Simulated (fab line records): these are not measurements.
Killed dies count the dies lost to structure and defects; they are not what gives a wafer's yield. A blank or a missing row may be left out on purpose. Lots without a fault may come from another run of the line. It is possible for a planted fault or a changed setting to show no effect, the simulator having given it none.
Code-filled problem report in 8D (eight disciplines) form    flow sky130    the parts of the form that need people (team, actions taken, sign-off) are left out

1. THE ISSUE
Wafers without a fault read 95 s, standard deviation 4.5; time-to-endpoint-s at SKY_LI_CONTACT_CMP_24 reads a mean of 51 s on 2 wafers belonging to 2 lots. Relative to the usual mean, that is a shift of -9.8 standard deviations.
The step: polishes, stops on PSG, t overpolish 20 s, target thk 0 nm.
First observed at day 35 03:09: wafer L295.2, on cmp-01. Wafers with a number at this step in the record: 39, from 13 lots. Rule for "out", or "out of limits": more than 4 standard deviations from the usual mean. The rest of the wafers with a number are treated as sound.

2. WHAT IT IS; WHAT IT IS NOT
question                     is                  is not
which readings at this step  time-to-endpoint-s  edge-zone-pressure-frac, motor-current-A
which lots                   L295, L298          L277, L278, L280, L283, L285, L286, L287, L288, L289, L291, L297
which wafers of those lots   L295.2, L298.4      L295.1, L295.5, L298.1, L298.3
read on which tools          cmp-01              cmp-02
when                         from day 35 03:09   up to then (32 sound wafers); but 5 sound wafers of L297, L298 came after

3. SUSPECTS, AND WHAT RULES EACH OUT
Counting: if a tool at a process step up to the reading ran every lot that is out, it stays a suspect. Sound lots after the first of them don't rule it out here, since some wafers of a struck lot are sound.
- cmp-01 at SKY_LI_CONTACT_CMP_24 (polishes, stops on PSG, t overpolish 20 s, target thk 0 nm): kept. It ran every lot that is out, first L295 (day 35 03:09); its last sound lot up to then is L287 (day 32 21:42). On those wafers its own readings are out: time-to-endpoint-s.
- cmp-01, SKY_LI_CONTACT_CMP_24: wafers that are out in chamber 0, sound lot-mates in chambers 1, 2, 3.
After counting, what remains is cmp-01 at SKY_LI_CONTACT_CMP_24.

4. THE CAUSE (what the simulator had put in)
cmp-01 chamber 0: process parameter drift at SKY_LI_CONTACT_CMP_24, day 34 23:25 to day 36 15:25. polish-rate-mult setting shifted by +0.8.
Only this tool survived the counting.

5. SEQUENCE OF EFFECTS, ordered by route
Rows list readings where the struck wafers' mean (over those with a number) sits beyond 3 standard deviations from the usual. Only readings for which the record gives a usual standard deviation are gone through. hours: the time from each lot's start at the first step in this table that gives one to its start at this step, as a median over the lots. sigmas: the change in usual standard deviations.
hours  step                   reading             usual  on struck wafers  change  sigmas
0      SKY_LI_CONTACT_CMP_24  time-to-endpoint-s  95 s   51                -44     -9.8
The process steps in it:
- SKY_LI_CONTACT_CMP_24: polishes, stops on PSG, t overpolish 20 s, target thk 0 nm.
Later steps that measure or inspect, where all struck wafers having a row at the step show a number for every such reading and not one has moved that far: SKY_METAL1_RS_MEAS_05.

6. WHAT WOULD HAVE CAUGHT IT SOONER
4 hours passed between the start of the fault at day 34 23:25 and the first reading out of limits in this record, taken at day 35 03:09.
